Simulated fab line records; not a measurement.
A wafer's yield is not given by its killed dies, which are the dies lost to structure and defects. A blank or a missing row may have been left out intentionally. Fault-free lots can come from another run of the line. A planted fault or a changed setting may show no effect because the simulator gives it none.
One fault through the eyes of 2 desks :: flow gf180mcu :: every desk sees just its own numbers, and what lay behind them comes last

AT THE METROLOGY DESK
What the gauges read, lot by lot, whatever tool the lot ran on: means of the sampled wafers that have a number. If a lot's mean is further than 4 standard deviations from the usual mean, the lot is out of limits and carries the mark OUT (the distance appears in the brackets).
Columns: A = TOP_METAL_ALCU_THK at GF_TOP_METAL_THK_MEAS_06, usual 895 nm
lot: L153
first seen here: day 27 03:38
A: 915

lot: L154
first seen here: day 28 05:03
A: 890

lot: L157
first seen here: day 29 08:26
A: 886

lot: L159
first seen here: day 29 16:54
A: 889

lot: L158
first seen here: day 29 23:59
A: 898

lot: L160
first seen here: day 30 03:56
A: 898

lot: L165
first seen here: day 31 08:16
A: 896

lot: L166
first seen here: day 31 21:46
A: 890

lot: L167
first seen here: day 32 01:28
A: 897

lot: L172
first seen here: day 33 05:03
A: 888

lot: L173
first seen here: day 33 13:09
A: 894

lot: L174
first seen here: day 33 19:18
A: 905

lot: L175
first seen here: day 33 19:58
A: 899
This desk's verdict: no lot among the 13 shows anything out of limits.

DESK OF THE TOOL OWNER: rie_metal-01
The tool's own readings at GF_MIM_METAL_ETCH_19 (etches the open film in Cl2/BCl3, stops on Si3N4, target depth 324.5 nm, time 54.1 s): means of the sampled wafers that have a number, for each lot that ran on this tool. If a lot's mean is further than 4 standard deviations from the usual mean, the lot is out of limits and carries the mark OUT (the distance appears in the brackets).
Columns: A = drypump_motor_current_A at GF_MIM_METAL_ETCH_19, usual 6.1 A; B = oes_product_au at GF_MIM_METAL_ETCH_19, usual 0.941 a.u.; C = throttle_valve_pct at GF_MIM_METAL_ETCH_19, usual 28.283 %
lot: L153
first seen here: day 25 17:23
A: 6.2
B: 0.937
C: 28.286

lot: L154
first seen here: day 26 09:05
A: 6.2
B: 0.939
C: 28.287

lot: L157
first seen here: day 27 13:05
A: 6.6
B: 0.938
C: 28.283

lot: L159
first seen here: day 27 21:29
A: 6.2
B: 0.942
C: 28.277

lot: L158
first seen here: day 28 06:23
A: 6.2
B: 0.941
C: 28.285

lot: L160
first seen here: day 28 10:05
A: 5.8
B: 0.941
C: 28.287

lot: L173
first seen here: day 31 23:35
A: 5.8
B: 0.943
C: 28.287

lot: L174
first seen here: day 32 06:41
A: 5.8
B: 0.940
C: 28.283
This desk's verdict: no lot among the 8 shows anything out of limits.

ALL TOGETHER
Nothing out of limits was seen by the metrology desk.
The tool owner's desk saw nothing out of limits.

WHAT HAD BEEN PUT IN BY THE SIMULATOR
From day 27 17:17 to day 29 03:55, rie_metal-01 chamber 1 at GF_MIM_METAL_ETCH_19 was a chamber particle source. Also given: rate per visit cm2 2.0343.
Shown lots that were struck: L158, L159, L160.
